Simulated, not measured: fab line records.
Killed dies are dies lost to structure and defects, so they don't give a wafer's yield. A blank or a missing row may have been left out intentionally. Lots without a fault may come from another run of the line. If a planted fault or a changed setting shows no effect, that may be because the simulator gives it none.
fab line records    flow gf180mcu
record lots=6  wafers=18  last_day=33
route steps=602 shown SAB@272 SALICIDE@278 PASSIVATION@602
lots with no fault: from the same line, run without faults
start_h: the number of hours between the record's first day and the start of the first shown wafer of the lot    wait_h: time in hours since the lot's previous step    " identical to the entry in the row above    L1.1+2: a single row standing in for several wafers    - no value, or no start was given    * or withheld: withheld    < > ~ a bound
route shown NAME@n: a module of which the file shows steps, and the number in the route of the first    usual: mean/standard deviation taken from wafers without a fault    same: alike in all rows    chamber/n: place in a boat    sites: per-site readings    _std_site: the standard deviation of these    _edge_site: the outer-site mean with the inner-site mean subtracted    radius_mm: how far each site lies from the wafer's centre    mask NAME#n: copy n    behind: the tool/chamber that last shaped the wafer    hold: what put the lot on hold/how long, in hours/how the hold closed    device: the transistor (n, p or np) that didn't switch    end of line: the tests these same wafers got at the end of their route    a step with no rows: only its recipe    killed: at the first sort, the dies lost to defects and structure; wafer yield is something else    map: per-die view of a wafer (x killed, . not killed, _ where there is no die)
set.NAME: the run value of the setting; set.NAME@STEP: its run value at that earlier step    model.NAME: the simulator's own value behind a step, which no gauge read
certain route steps with their lots: each step a table, each wafer a row
services: when a tool's chamber went out of use (start_h, in hours from the record's first day, below 0 if earlier), for how many hours, and the reason
## steps
# step GF_SAB_DEVELOP_08
# recipe develop_time_s=60  dev_temp_c=23
# step GF_SAB_CD_MEAS_09
# recipe target_cd_nm=420
# usual cd_nm=420.0/2.3
lot.wafer  tool       chamber  start_h  wait_h  cd_nm
L704.1     cd_sem-01  -        347.18   0.1     422.2
L704.2     "          -        "        "       423.7
L704.6     "          -        "        "       424.1
L712.1     cd_sem-01  -        408.38   0.1     421.4
L712.2     "          -        "        "       423.1
L712.5     "          -        "        "       422.3
L718.1     cd_sem-02  -        462.48   0.1     419.4
L718.2     "          -        "        "       418.8
L718.3     "          -        "        "       420.7
L719.3     cd_sem-01  -        467.82   0.1     420.0
L719.4     "          -        "        "       419.7
L719.6     "          -        "        "       420.3
L724.1     cd_sem-02  -        506.90   0.1     418.5
L724.3     "          -        "        "       418.9
L724.6     "          -        "        "       417.4
L725.1     cd_sem-01  -        512.03   0.1     418.5
L725.2     "          -        "        "       421.2
L725.3     "          -        "        "       418.2
# step GF_SAB_OVL_MEAS_10
# usual SAB_OVL=0.4/1.3
lot.wafer  tool        chamber  start_h  wait_h  SAB_OVL[nm]
L704.1     overlay-01  -        347.30   0.1     1.5
L704.2     "           -        "        "       0.1
L704.6     "           -        "        "       1.1
L712.1     overlay-01  -        408.50   0.1     2.0
L712.2     "           -        "        "       1.1
L712.5     "           -        "        "       -0.9
L718.1     overlay-01  -        462.60   0.1     0.7
L718.2     "           -        "        "       -0.5
L718.3     "           -        "        "       -0.5
L719.3     overlay-01  -        467.91   0.1     0.8
L719.4     "           -        "        "       0.4
L719.6     "           -        "        "       1.5
L724.1     overlay-01  -        507.02   0.1     -0.7
L724.3     "           -        "        "       -1.2
L724.6     "           -        "        "       -2.3
L725.1     overlay-02  -        512.15   0.1     1.6
L725.2     "           -        "        "       1.6
L725.3     "           -        "        "       0.3
# step GF_SAB_ETCH_11
# recipe chemistry=C4F8/O2/Ar  mask_material=NOVOLAK  target=SiO2  target_depth_nm=55  source_w=1500  bias_w=1200  pressure_mtorr=40  c4f8_flow_sccm=withheld  O2_flow_sccm=6  Ar_flow_sccm=300  time_s=8.5
# usual oes_product_au=1.001/0.011
lot.wafer  tool         chamber  start_h  wait_h  oes_product_au  rf_hours_counter_h
L704.1     rie_diel-04  1        347.34   0.0     1.016           36
L704.2     "            0        "        "       1.010           80
L704.6     "            2        "        "       1.017           -
L712.1     rie_diel-04  0        408.54   0.0     1.016           81
L712.2     "            1        "        "       1.002           38
L712.5     "            0        "        "       1.001           -
L718.1     rie_diel-01  2        462.64   0.0     0.983           98
L718.2     "            1        "        "       0.991           3
L718.3     "            0        "        "       0.989           75
L719.3     rie_diel-02  1        467.94   0.0     0.989           26
L719.4     "            0        "        "       0.995           -
L719.6     "            1        "        "       0.995           -
L724.1     rie_diel-02  0        507.06   0.0     0.988           18
L724.3     "            3        "        "       1.003           24
L724.6     "            2        "        "       0.984           -
L725.1     rie_diel-01  1        512.19   0.0     0.991           5
L725.2     "            3        "        "       0.994           32
L725.3     "            0        "        "       0.996           76
# step GF_SAB_WET_ETCH_12
# recipe chemistry=dHF  target_depth_nm=22  dry=n2_spin  target=SiO2  temp_c=25  dilution=100:1  time_s=440
# step GF_SAB_STRIP_13
# recipe chemistry=O2/N2  power_w=1400  pressure_mtorr=1500  platen_temp_c=250  o2_flow_sccm=3000  n2_flow_sccm=300  overash_fraction=0.5
# usual drypump_motor_current_A=5.6/0.52  heater_power_w=351/40  oes_product_au=0.710/0.0041  strip_time_to_endpoint_s=12.62/0.04
lot.wafer  tool             chamber  start_h  wait_h  drypump_motor_current_A  heater_power_w  oes_product_au  rf_hours_counter_h  strip_time_to_endpoint_s
L704.1     plasma_asher-04  0        347.49   0.0     5.4                      425             0.713           24                  12.70
L704.2     "                1        "        "       6.2                      350             0.704           24                  12.69
L704.6     "                0        "        "       5.4                      416             0.716           -                   12.72
L712.1     plasma_asher-04  0        408.69   0.0     5.4                      429             0.706           31                  12.65
L712.2     "                1        "        "       6.2                      341             0.711           31                  12.62
L712.5     "                0        "        "       5.4                      417             0.716           -                   12.61
L718.1     plasma_asher-02  0        462.79   0.0     5.1                      311             0.707           69                  12.62
L718.2     "                1        "        "       6.3                      345             0.709           69                  12.64
L718.3     "                0        "        "       5.1                      308             0.710           -                   12.60
L719.3     plasma_asher-01  0        468.12   0.0     5.8                      293             0.711           -                   12.62
L719.4     "                1        "        "       4.8                      339             0.715           -                   12.60
L719.6     "                0        "        "       5.8                      296             0.713           -                   12.59
L724.1     plasma_asher-02  1        507.21   0.0     6.3                      333             0.707           74                  12.58
L724.3     "                1        "        "       6.3                      337             0.709           -                   12.58
L724.6     "                0        "        "       5.1                      313             0.713           -                   12.58
L725.1     plasma_asher-04  0        512.34   0.0     5.4                      408             0.709           40                  12.62
L725.2     "                1        "        "       6.2                      340             0.711           40                  12.62
L725.3     "                0        "        "       5.4                      414             0.712           -                   12.61
# step GF_SALICIDE_CLEAN_00
# recipe chemistry=SC1/SC2  mix=1:4:20  temp_c=70  time_s=150
# step GF_SALICIDE_WET_ETCH_01
# recipe chemistry=dHF  target_depth_nm=5  dry=ipa_marangoni  target=SiO2  temp_c=25  dilution=100:1  time_s=100
# step GF_SALICIDE_SPUTTER_02
# recipe material=Co  target_thk_nm=10  power_w=1000  time_s=20  chamber_pressure_pa=0.4
# usual cathode_dc_power_W=1000.0/0.18  throttle_valve_pct=29.4/1.1
lot.wafer  tool            chamber  start_h  wait_h  cathode_dc_power_W  throttle_valve_pct
L704.1     pvd_sputter-03  -        347.68   0.0     1000.2              31.3
L704.2     "               -        "        "       999.75              30.3
L704.6     "               -        "        "       1000.0              27.8
L712.1     pvd_sputter-03  -        408.88   0.0     1000.1              30.5
L712.2     "               -        "        "       999.97              28.0
L712.5     "               -        "        "       1000.1              30.4
L718.1     pvd_sputter-04  -        462.98   0.0     1000.0              30.0
L718.2     "               -        "        "       999.84              29.6
L718.3     "               -        "        "       999.77              28.7
L719.3     pvd_sputter-02  -        468.28   0.0     999.98              29.8
L719.4     "               -        "        "       1000.3              28.9
L719.6     "               -        "        "       999.84              30.7
L724.1     pvd_sputter-03  -        507.40   0.0     1000.1              28.2
L724.3     "               -        "        "       999.66              30.0
L724.6     "               -        "        "       1000.1              27.9
L725.1     pvd_sputter-02  -        512.53   0.0     1000.0              29.1
L725.2     "               -        "        "       1000.1              29.9
L725.3     "               -        "        "       999.98              30.7
# step GF_SALICIDE_SPUTTER_03
# recipe material=TiN  target_thk_nm=20  power_w=6500  time_s=16.7  chamber_pressure_pa=0.4
# usual cathode_dc_power_W=6499.8/1.2  throttle_valve_pct=29.5/1.1
lot.wafer  tool            chamber  start_h  wait_h  cathode_dc_power_W  throttle_valve_pct
L704.1     pvd_sputter-03  -        347.71   0.0     6500.0              31.1
L704.2     "               -        "        "       6498.6              30.4
L704.6     "               -        "        "       6500.9              28.3
L712.1     pvd_sputter-03  -        408.90   0.0     6501.4              30.2
L712.2     "               -        "        "       6499.5              28.1
L712.5     "               -        "        "       6499.8              30.4
L718.1     pvd_sputter-04  -        463.01   0.0     6501.7              29.5
L718.2     "               -        "        "       6500.2              29.5
L718.3     "               -        "        "       6498.5              28.6
L719.3     pvd_sputter-02  -        468.31   0.0     6498.1              29.9
L719.4     "               -        "        "       6499.7              29.2
L719.6     "               -        "        "       6501.5              30.5
L724.1     pvd_sputter-03  -        507.43   0.0     6502.9              28.1
L724.3     "               -        "        "       6499.9              30.2
L724.6     "               -        "        "       6499.2              28.1
L725.1     pvd_sputter-02  -        512.55   0.0     6498.6              29.1
L725.2     "               -        "        "       6501.3              29.7
L725.3     "               -        "        "       6497.4              30.7
# step GF_SALICIDE_RS_MEAS_04
# recipe thk_meas_gauge=four-point-probe  reads=TiN_of_SALICIDE_SPUTTER_03+Co_of_SALICIDE_SPUTTER_02
# usual SALICIDE_TIN_RS=16.3/0.31
lot.wafer  tool           chamber  start_h  wait_h  SALICIDE_TIN_RS[ohm/sq]
L704.1     film_metro-02  -        347.73   0.0     15.9
L704.2     "              -        "        "       16.1
L704.6     "              -        "        "       15.7
L712.1     film_metro-03  -        408.93   0.0     16.3
L712.2     "              -        "        "       16.1
L712.5     "              -        "        "       16.5
L718.1     film_metro-01  -        463.03   0.0     16.4
L718.2     "              -        "        "       16.1
L718.3     "              -        "        "       16.1
L719.3     film_metro-02  -        468.37   0.1     16.5
L719.4     "              -        "        "       15.9
L719.6     "              -        "        "       16.6
L724.1     film_metro-03  -        507.46   0.0     16.4
L724.3     "              -        "        "       16.6
L724.6     "              -        "        "       16.1
L725.1     film_metro-01  -        512.58   0.0     16.0
L725.2     "              -        "        "       16.5
L725.3     "              -        "        "       16.4
# step GF_SALICIDE_THK_MEAS_05
# recipe thk_meas_gauge=xrf  reads=TiN_of_SALICIDE_SPUTTER_03
# usual SALICIDE_TIN_THK=20.04/0.24
lot.wafer  tool           chamber  start_h  wait_h  SALICIDE_TIN_THK[nm]
L704.1     film_metro-02  -        347.85   0.1     20.09
L704.2     "              -        "        "       20.18
L704.6     "              -        "        "       20.08
L712.1     film_metro-03  -        409.05   0.1     19.51
L712.2     "              -        "        "       19.38
L712.5     "              -        "        "       19.73
L718.1     film_metro-01  -        463.15   0.1     19.69
L718.2     "              -        "        "       19.88
L718.3     "              -        "        "       19.65
L719.3     film_metro-02  -        468.47   0.1     20.46
L719.4     "              -        "        "       20.00
L719.6     "              -        "        "       20.03
L724.1     film_metro-03  -        507.58   0.1     20.21
L724.3     "              -        "        "       20.07
L724.6     "              -        "        "       19.90
L725.1     film_metro-01  -        512.70   0.1     20.19
L725.2     "              -        "        "       20.21
L725.3     "              -        "        "       20.38
# step GF_SALICIDE_RTA_06
# recipe temp_c=530  time_s=30  ambient=N2
# usual anneal_temp_c_max=533.0/0.62  chamber_o2_ppm=2.001/0.023  lamp_power_pct=6.0/0.35  wafer_temp_C_max=533.0/0.69
lot.wafer  tool           chamber  start_h  wait_h  anneal_temp_c_max  chamber_o2_ppm  lamp_power_pct  wafer_temp_C_max
L704.1     rtp_anneal-02  0        347.91   0.1     531.8              2.005           6.4             531.8
L704.2     "              0        "        "       532.9              2.008           6.4             532.1
L704.6     "              0        "        "       533.6              2.005           6.4             533.0
L712.1     rtp_anneal-02  0        409.11   0.1     532.1              1.978           6.4             532.6
L712.2     "              0        "        "       532.9              2.024           6.4             532.6
L712.5     "              0        "        "       532.6              2.006           6.4             531.8
L718.1     rtp_anneal-02  -        463.21   0.1     -                  -               -               -
L718.2     "              -        "        "       -                  -               -               -
L718.3     "              -        "        "       -                  -               -               -
L719.3     rtp_anneal-02  -        468.55   0.1     -                  -               -               -
L719.4     "              -        "        "       -                  -               -               -
L719.6     "              -        "        "       -                  -               -               -
L724.1     rtp_anneal-02  0        507.64   0.1     532.1              2.028           6.4             532.6
L724.3     "              0        "        "       533.2              2.030           6.4             531.3
L724.6     "              0        "        "       532.3              1.992           6.4             532.3
L725.1     rtp_anneal-01  0        512.76   0.1     532.9              1.998           5.7             532.7
L725.2     "              0        "        "       532.9              1.988           5.7             533.8
L725.3     "              0        "        "       533.4              1.969           5.7             533.2
# step GF_SALICIDE_WET_ETCH_07
# recipe chemistry=SPM  target_depth_nm=120  dry=n2_spin
# step GF_PASSIVATION_PROBE_99
lot.wafer  tool       chamber  start_h  wait_h  model.etest.ppoly_sal.line_ohm_um  model.etest.npoly_sal.line_ohm_um  model.etest.pplus_sal.line_ohm_um  model.etest.ppoly_sal.rs_ohm_sq  model.etest.npoly_sal.rs_ohm_sq  model.etest.ppoly_u.end_ohm  model.etest.nplus_sal.line_ohm_um  model.etest.contact_poly.rc_ohm
L704.1     prober-02  -        679.53   0.1     27.58                              27.13                              33.76                              7.173                            7.151                            28.82                        30.87                              6.143
L704.2     prober-02  -        679.58   0.1     26.92                              28.01                              35.12                              7.191                            7.225                            31.21                        31.73                              5.912
L704.6     prober-02  -        679.78   0.2     26.97                              27.04                              34.07                              6.962                            7.005                            30.99                        30.39                              6.086
L712.1     prober-02  -        732.36   0.1     28.39                              28.07                              35.19                              7.263                            7.251                            29.02                        31.98                              6.157
L712.2     prober-02  -        732.41   0.1     27.64                              27.95                              34.77                              7.148                            7.195                            31.12                        30.84                              6.203
L712.5     prober-02  -        732.56   0.2     27.82                              28.18                              34.78                              7.307                            7.295                            30.28                        31.13                              6.286
L718.1     prober-02  -        768.09   0.1     1219                               1145                               821.3                              343.8                            319.5                            274                          266.6                              225.7
L718.2     prober-02  -        768.14   0.1     1224                               1124                               838.5                              347.3                            320.9                            276.2                        268.4                              229.2
L718.3     prober-02  -        768.19   0.2     1262                               1170                               823.7                              354.3                            329.9                            279.7                        268.2                              229.9
L719.3     prober-01  -        770.37   0.2     1284                               1206                               829.8                              362.6                            341.4                            298.5                        268.9                              250.9
L719.4     prober-01  -        770.42   0.2     1236                               1172                               821.9                              346.9                            326.8                            285.2                        276.7                              240.1
L719.6     prober-01  -        770.52   0.2     1234                               1163                               841.4                              343.8                            326.9                            285.8                        273.4                              239.7
L724.1     prober-02  -        798.34   0.1     28.23                              28.27                              34.72                              7.354                            7.366                            30.27                        31.12                              6.106
L724.3     prober-02  -        798.44   0.2     28.6                               28.16                              34.46                              7.48                             7.387                            31.08                        30.86                              5.693
L724.6     prober-02  -        798.59   0.2     27.48                              27.34                              33.72                              7.247                            7.26                             28.86                        30.49                              5.874
L725.1     prober-02  -        801.84   0.1     27.7                               27.79                              35.36                              7.101                            7.15                             29.67                        31.39                              5.861
L725.2     prober-02  -        801.89   0.1     29.13                              29.11                              36.21                              7.407                            7.418                            29.84                        31.9                               5.692
L725.3     prober-02  -        801.94   0.2     28.08                              28.32                              35.3                               7.315                            7.319                            30.09                        31.7                               5.447
# killed by level:class
L704.1 CONTACT:geometric_particle:open=6 V3:geometric_particle:open=4 V1:geometric_particle:open=3 V4:geometric_particle:open=3 V5:geometric_particle:open=3 STI:geometric_particle:open=2 CONTACT:geometric_particle:short=2 M1:geometric_particle:short=2
L704.2 V2:geometric_particle:open=6 V5:geometric_particle:open=6 CONTACT:geometric_particle:open=5 V1:geometric_particle:open=4 V4:geometric_particle:open=4 V2:geometric_particle:short=3 V3:geometric_particle:open=3 STI:geometric_particle:short=2
L704.6 CONTACT:geometric_particle:open=5 STI:geometric_particle:short=4 V5:geometric_particle:open=4 M1:geometric_particle:short=3 V1:geometric_particle:open=3 V2:geometric_particle:open=3 V3:geometric_particle:open=2 M4:geometric_particle:short=2
L712.1 V4:geometric_particle:open=7 V1:geometric_particle:open=6 STI:geometric_particle:open=3 V3:geometric_particle:open=3 POLY_GATE:geometric_particle:open=2 CONTACT:geometric_particle:open=2 CONTACT:geometric_particle:short=2 V2:geometric_particle:short=2
L712.2 V2:geometric_particle:short=5 V4:geometric_particle:open=5 V2:geometric_particle:open=4 V3:geometric_particle:open=4 M1:geometric_particle:short=3 V1:geometric_particle:short=3 V4:geometric_particle:short=3 V5:geometric_particle:open=3
L712.5 M1:geometric_particle:short=4 V1:geometric_particle:open=4 STI:geometric_particle:open=3 V4:geometric_particle:short=3 V4:geometric_particle:open=3 CONTACT:geometric_particle:open=2 V2:geometric_particle:short=2 V3:geometric_particle:open=2
L724.1 V5:geometric_particle:open=8 M1:geometric_particle:short=5 V3:geometric_particle:open=4 V4:geometric_particle:short=4 V1:geometric_particle:open=3 V2:geometric_particle:open=3 V3:geometric_particle:short=3 STI:geometric_particle:short=2
L724.3 V2:geometric_particle:open=6 V1:geometric_particle:open=4 V4:geometric_particle:open=4 STI:geometric_particle:short=3 V5:geometric_particle:short=3 CONTACT:coat_microbubble_printed=3 STI:geometric_particle:open=2 POLY_GATE:geometric_particle:short=2
L724.6 V2:geometric_particle:open=5 V5:geometric_particle:open=5 CONTACT:geometric_particle:open=4 V3:geometric_particle:open=4 M3:geometric_particle:short=3 M4:geometric_particle:short=3 V4:geometric_particle:open=3 STI:geometric_particle:open=2
L725.1 V2:geometric_particle:open=6 STI:geometric_particle:open=5 CONTACT:geometric_particle:open=5 V1:geometric_particle:open=5 V3:geometric_particle:open=5 V5:geometric_particle:open=3 M3:geometric_particle:short=3 V4:geometric_particle:open=3
L725.2 STI:geometric_particle:short=9 CONTACT:geometric_particle:open=5 V4:geometric_particle:open=5 V5:geometric_particle:open=5 STI:geometric_particle:open=3 V1:geometric_particle:open=3 M5:geometric_particle:short=3 V2:geometric_particle:open=2
L725.3 STI:geometric_particle:open=6 V3:geometric_particle:open=5 V3:geometric_particle:short=5 V1:geometric_particle:short=3 STI:geometric_particle:short=2 V1:geometric_particle:open=2 V2:geometric_particle:open=2 V4:geometric_particle:open=2
## services
tool             chamber  start_h  hours  kind
rie_diel-01      1        325.75   -      clean
plasma_asher-01  -        338.56   27.7   repair
pvd_sputter-02   -        348.23   16.7   repair
rie_diel-04      0        363.07   3.9    repair
rie_diel-02      -        374.37   14.6   pm
rie_diel-01      0        376.27   21.4   repair
rie_diel-04      2        380.19   4.1    repair
pvd_sputter-04   -        386.81   2.7    repair
rie_diel-02      1        389.91   12.0   repair
rie_diel-02      -        401.19   0.3    repair
plasma_asher-04  -        410.05   0.5    repair
rie_diel-01      2        417.05   2.8    repair
plasma_asher-01  -        429.86   0.4    repair
rie_diel-02      -        443.65   0.8    repair
plasma_asher-04  -        449.95   4.3    pm
rie_diel-01      3        466.82   4.1    repair
rtp_anneal-01    -        468.43   0.5    repair
pvd_sputter-03   -        469.78   6.0    repair
rie_diel-04      0        476.45   18.9   repair
plasma_asher-02  -        490.31   2.2    repair
plasma_asher-04  -        490.80   10.3   repair
rie_diel-04      -        498.54   1.1    repair
rie_diel-01      2        499.27   9.0    repair
rie_diel-02      1        504.62   8.6    repair
## key
first_sign step=GF_SALICIDE_RTA_06  reading=tool_record  direction=missing
effect none on later readings
model_effect step=GF_PASSIVATION_PROBE_99  value=etest.ppoly_sal.line_ohm_um  without=27.73  struck=1243
met_at GF_SALICIDE_RTA_06
struck_wafers L718.1,L718.2,L718.3,L719.3,L719.4,L719.6
later_rows_left_out L718.1,L718.2,L718.3,L719.3,L719.4,L719.6
sort_left_out L718.1,L718.2,L718.3,L719.3,L719.4,L719.6
tester_left_out L718,L719
onset_between 409.11 463.21
fault kind=skipped_step_whole  tool=rtp_anneal-02  chamber=-  onset_h=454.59  steps=GF_SALICIDE_RTA_06  scope=struck_lots_only
# tester_left_out: of these lots the tester's yield and bins aren't shown, on N5 and GAA mostly nor the transistor test; their killed dies are dies lost to structure and defects alone, not to doping, threshold or leakage, so they don't give the yield
# sort_left_out: the simulated sort isn't trusted on such a fault, so these wafers' sort isn't shown, and their yield isn't known
# later_rows_left_out: the simulator's readings of these wafers behind a module that went badly wrong aren't trusted and aren't shown, but for the sort
